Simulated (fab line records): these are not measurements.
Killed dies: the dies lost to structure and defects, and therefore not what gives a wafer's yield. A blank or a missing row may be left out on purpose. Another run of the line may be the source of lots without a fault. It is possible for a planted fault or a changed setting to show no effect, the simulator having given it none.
Matching of chambers | flow gf180mcu | GF_POLY_GATE_ETCH_13 on rie-si-02: 4 sister chambers
The step etches poly-Si in HBr/Cl2, stops on SiO2, target depth 198.5 nm, time 72.55 s. 16 wafers are shown with their chamber, then 8 later ones without.

EACH WAFER AND ITS CHAMBER
wafer  | chamber | mfc-cl2-sccm (sccm) | oes-product-au (a.u.) | throttle-valve-pct (%)
L896.2 | 1       | 49.83               | 0.975                 | 33.685
L896.5 | 3       | 50.11               | 0.977                 | 33.678
L896.6 | 0       | 49.85               | 0.976                 | 33.691
L897.1 | 2       | 50.03               | 0.970                 | 33.681
L897.2 | 3       | 50.01               | 0.982                 | 33.669
L897.6 | 3       | 49.92               | 0.977                 | 33.692
L899.1 | 3       | 49.96               | 0.983                 | 33.676
L899.5 | 0       | 50.37               | 0.984                 | 33.679
L899.6 | 3       | 49.92               | 0.976                 | 33.699
L912.3 | 0       | 49.78               | 0.989                 | 33.682
L912.4 | 3       | 50.09               | 0.992                 | 33.690
L912.5 | 0       | 49.64               | 0.990                 | 33.671
L913.3 | 3       | 49.95               | 0.986                 | 33.694
L913.4 | 2       | 50.12               | 1.000                 | 33.682
L913.5 | 0       | 50.17               | 0.994                 | 33.674
L914.1 | 3       | 49.99               | 0.983                 | 33.668

SIGNATURES (averages over the wafers above)
reading            | chamber 0 | chamber 1 | chamber 2 | chamber 3 | scatter within a chamber
mfc-cl2-sccm       | 49.9620   | 49.8300   | 50.0750   | 49.9937   | 0.183
oes-product-au     | 0.98660   | 0.97500   | 0.98500   | 0.98200   | 0.00839
throttle-valve-pct | 33.67940  | 33.68500  | 33.68150  | 33.68325  | 0.0102
Rule: distance of a wafer from a chamber = root of the sum over the readings of ((wafer's reading minus chamber's mean) / reading's scatter) squared. If the next closest chamber is less than 2 further off than the closest, the wafer can't be placed; otherwise it belongs to the closest. The scatter: take each reading less its chamber's mean, square it, sum over the shown wafers, divide by the number of wafers less the number of chambers, and take the root.

WAFERS WITH NO CHAMBER GIVEN
wafer  | mfc-cl2-sccm (sccm) | oes-product-au (a.u.) | throttle-valve-pct (%)
L914.5 | 49.93               | 0.981                 | 33.673
L914.6 | 50.24               | 0.992                 | 33.678
L915.2 | 49.91               | 0.986                 | 33.690
L915.4 | 49.90               | 0.985                 | 33.675
L915.6 | 49.98               | 0.980                 | 33.685
L916.2 | 50.13               | 0.984                 | 33.682
L916.3 | 50.29               | 0.988                 | 33.679
L916.4 | 49.79               | 0.997                 | 33.701

CHAMBER TAKEN BY EACH
wafer  | from the rows above               | in truth
L914.5 | can't be placed: 0 or 3 or 2 or 1 | 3
L914.6 | can't be placed: 2 or 0 or 3 or 1 | 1
L915.2 | can't be placed: 3 or 0 or 2 or 1 | 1
L915.4 | can't be placed: 0 or 3 or 2 or 1 | 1
L915.6 | can't be placed: 3 or 2 or 0 or 1 | 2
L916.2 | can't be placed: 2 or 3 or 0 or 1 | 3
L916.3 | can't be placed: 2 or 0 or 3 or 1 | 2
L916.4 | can't be placed: 0 or 3 or 2 or 1 | 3
Correctly placed: 0 of 8. Unplaceable from these rows: 8, with the true chamber sitting among the candidates in 8. 0 placed wrongly.
